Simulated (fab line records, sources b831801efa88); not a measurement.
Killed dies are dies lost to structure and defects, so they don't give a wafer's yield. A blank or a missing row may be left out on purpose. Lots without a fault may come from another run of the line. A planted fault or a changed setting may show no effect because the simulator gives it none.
Which tool did it? | flow sky130 | 12 lots, 36 wafers sampled, at 5 steps of a route of 708

WHAT THE GAUGES READ, wafer by wafer
SKY_NWELL_RS_MEAS_29: measures by four-point-probe. Usual: NWELL_RS 624.6 ohm/sq, standard deviation 1.6.
lot  | measured     | on            | NWELL_RS (ohm/sq) | flag
L630 | day 5 19:15  | film_metro-03 | 625.1 627.4 624.6 |
L632 | day 6 02:23  | film_metro-02 | 622.0 623.0 621.7 |
L635 | day 6 20:30  | film_metro-04 | 622.8 622.5 621.0 |
L636 | day 7 03:17  | film_metro-02 | 624.3 626.6 627.9 |
L638 | day 7 14:52  | film_metro-03 | 640.1 637.9 636.6 | OFF
L639 | day 7 18:53  | film_metro-03 | 642.4 642.1 641.1 | OFF
L642 | day 8 18:06  | film_metro-03 | 624.3 625.9 624.2 |
L647 | day 9 20:59  | film_metro-03 | 623.4 624.8 624.4 |
L648 | day 10 01:19 | film_metro-02 | 623.4 624.1 622.0 |
L649 | day 10 08:38 | film_metro-03 | 627.0 624.4 625.6 |
L650 | day 10 16:05 | film_metro-03 | 626.0 626.6 626.0 |
L652 | day 11 13:01 | film_metro-04 | 622.9 624.9 624.2 |

SKY_VT_ADJUST_NCORE_OVL_MEAS_08. Usual: VT_ADJUST_NCORE_OVL 0.7 nm, standard deviation 1.3.
lot  | measured     | on         | VT_ADJUST_NCORE_OVL (nm) | flag
L630 | day 9 01:23  | overlay-01 | -0.2 -0.9 -1.8           |
L632 | day 9 11:02  | overlay-02 | 1.2 0.0 1.2              |
L635 | day 10 09:42 | overlay-02 | 2.3 2.6 2.9              |
L636 | day 10 16:13 | overlay-01 | -0.1 0.7 1.5             |
L638 | day 11 05:29 | overlay-01 | 0.7 0.9 1.5              |
L639 | day 11 11:28 | overlay-02 | 1.0 2.3 2.2              |
L642 | day 12 14:51 | overlay-02 | 2.8 1.6 3.1              |
L647 | day 13 23:08 | overlay-01 | 1.9 1.3 2.2              |
L648 | day 14 03:05 | overlay-02 | 1.5 0.0 0.1              |
L649 | day 14 11:25 | overlay-02 | 1.5 2.8 3.7              |
L650 | day 14 20:20 | overlay-01 | 0.9 -0.7 -0.6            |
L652 | day 15 19:32 | overlay-02 | 1.7 3.0 2.3              |

SKY_SONOS_ONO_THK_MEAS_05. Usual: SONOS_ONO_CVD_04_THK 5.69 nm, standard deviation 0.11.
lot  | measured     | on            | SONOS_ONO_CVD_04_THK (nm) | flag
L630 | day 12 05:48 | film_metro-04 | 5.71 5.71 5.67            |
L632 | day 12 13:34 | film_metro-01 | 5.75 5.90 5.81            |
L635 | day 13 16:20 | film_metro-01 | 5.73 5.71 5.72            |
L636 | day 13 23:36 | film_metro-02 | 5.73 5.73 5.79            |
L638 | day 15 05:27 | film_metro-04 | 5.45 5.49 5.57            |
L639 | day 15 05:27 | film_metro-02 | 5.63 5.63 5.58            |
L642 | day 16 03:44 | film_metro-04 | 5.83 5.67 5.68            |
L647 | day 17 17:49 | film_metro-01 | 5.61 5.64 5.60            |
L648 | day 17 20:40 | film_metro-01 | 5.94 5.70 5.84            |
L649 | day 18 04:14 | film_metro-04 | 5.86 5.75 5.65            |
L650 | day 18 13:47 | film_metro-01 | 5.64 5.70 5.57            |
L652 | day 19 17:29 | film_metro-01 | 5.59 5.70 5.75            |

WHICH TOOL RAN EACH LOT (tool, then ch and the chambers of the sampled wafers, then the start)
lot  | SKY_NWELL_IMPLANT_11            | SKY_VT_ADJUST_HVTR_STRIP_10
L630 | implanter-02 ch 0, day 5 00:17  | plasma_asher-04 ch 0,1, day 9 23:38
L632 | implanter-02 ch 0, day 5 07:13  | plasma_asher-01 ch 0,1, day 10 10:02
L635 | implanter-01 ch 0, day 6 00:19  | plasma_asher-03 ch 0,1, day 11 09:35
L636 | implanter-01 ch 0, day 6 07:13  | plasma_asher-03 ch 0,1, day 11 17:07
L638 | implanter-01 ch 0, day 6 18:07  | plasma_asher-03 ch 0,1, day 12 06:11
L639 | implanter-01 ch 0, day 6 23:16  | plasma_asher-03 ch 0,1, day 12 11:29
L642 | implanter-04 ch 0, day 7 20:51  | plasma_asher-01 ch 0,1, day 13 16:14
L647 | implanter-04 ch 0, day 8 21:46  | plasma_asher-01 ch 0,1, day 15 01:50
L648 | implanter-02 ch 0, day 9 02:29  | plasma_asher-04 ch 0,1, day 15 05:54
L649 | implanter-02 ch 0, day 9 09:08  | plasma_asher-03 ch 0,1, day 15 13:35
L650 | implanter-01 ch 0, day 9 16:43  | plasma_asher-04 ch 0,1, day 15 23:11
L652 | implanter-01 ch 0, day 10 12:31 | plasma_asher-01 ch 0,1, day 16 23:29
- SKY_NWELL_IMPLANT_11
- SKY_VT_ADJUST_HVTR_STRIP_10: strips in O2/N2.

WHAT THE TOOLS THEMSELVES READ (means of the sampled wafers that have a number; where no wafer has one, the mark that the record gives instead)
SKY_NWELL_IMPLANT_11. Usual: dose_ions_cm2 1.9002e+13, standard deviation 2.3e+10; faraday_current_uA 106.8, standard deviation 2.3.
lot  | tool         | dose_ions_cm2 | faraday_current_uA | flag
L630 | implanter-02 | 1.8998e+13    | 104.3              |
L632 | implanter-02 | 1.9017e+13    | 107.5              |
L635 | implanter-01 | 1.9010e+13    | 105.4              |
L636 | implanter-01 | 1.8990e+13    | 108.6              |
L638 | implanter-01 | 1.8166e+13    | 101.4              | OFF
L639 | implanter-01 | 1.8208e+13    | 100.8              | OFF
L642 | implanter-04 | 1.9005e+13    | 106.9              |
L647 | implanter-04 | 1.8977e+13    | 107.2              |
L648 | implanter-02 | 1.8983e+13    | 104.9              |
L649 | implanter-02 | 1.8974e+13    | 108.5              |
L650 | implanter-01 | 1.8991e+13    | 105.2              |
L652 | implanter-01 | 1.8989e+13    | 107.7              |

SKY_VT_ADJUST_HVTR_STRIP_10. Usual: drypump_motor_current_A 6.2 A, standard deviation 0.34; oes_product_au 0.715 a.u., standard deviation 0.0046; strip_time_to_endpoint_s 14.19 s, standard deviation 0.038.
lot  | tool            | drypump_motor_current_A (A) | oes_product_au (a.u.) | strip_time_to_endpoint_s (s) | flag
L630 | plasma_asher-04 | 6.1                         | 0.714                 | 14.19                        |
L632 | plasma_asher-01 | 6.1                         | 0.724                 | 14.21                        |
L635 | plasma_asher-03 | 6.1                         | 0.716                 | 14.25                        |
L636 | plasma_asher-03 | 6.1                         | 0.718                 | 14.16                        |
L638 | plasma_asher-03 | 6.1                         | 0.717                 | 14.15                        |
L639 | plasma_asher-03 | 6.1                         | 0.715                 | 14.15                        |
L642 | plasma_asher-01 | 6.1                         | 0.715                 | 14.16                        |
L647 | plasma_asher-01 | 6.1                         | 0.713                 | 14.20                        |
L648 | plasma_asher-04 | 6.3                         | 0.718                 | 14.21                        |
L649 | plasma_asher-03 | 6.1                         | 0.716                 | 14.18                        |
L650 | plasma_asher-04 | 6.3                         | 0.717                 | 14.18                        |
L652 | plasma_asher-01 | 6.4                         | 0.713                 | 14.19                        |

THE ANSWER, worked out from the rows above alone
Rule: a lot is off if the mean of its wafers that have a number lies more than 3 standard deviations from the usual mean. A lot without any number at a reading at which 4 lots or more have one is off too. The other lots that the step has rows for count as sound. The gauges are gone through in route order, then the tools' own readings, and for those a lot's mean is taken as printed above. The first step at which some lot is off is used, and at that step the reading that is off furthest; a lot without a number counts as furthest.
Off: L638, L639, at SKY_NWELL_RS_MEAS_29 (NWELL_RS).
A tool fits if, at a process step before that reading, it ran every lot that is off, and no sound lot after the first of them. The gauges at SKY_NWELL_RS_MEAS_29 aren't tried: what is off there is off at SKY_NWELL_IMPLANT_11 too, on other tools, and a gauge's error can't cause that. None of those tried fits.

WHAT THE SIMULATOR HAD PUT IN
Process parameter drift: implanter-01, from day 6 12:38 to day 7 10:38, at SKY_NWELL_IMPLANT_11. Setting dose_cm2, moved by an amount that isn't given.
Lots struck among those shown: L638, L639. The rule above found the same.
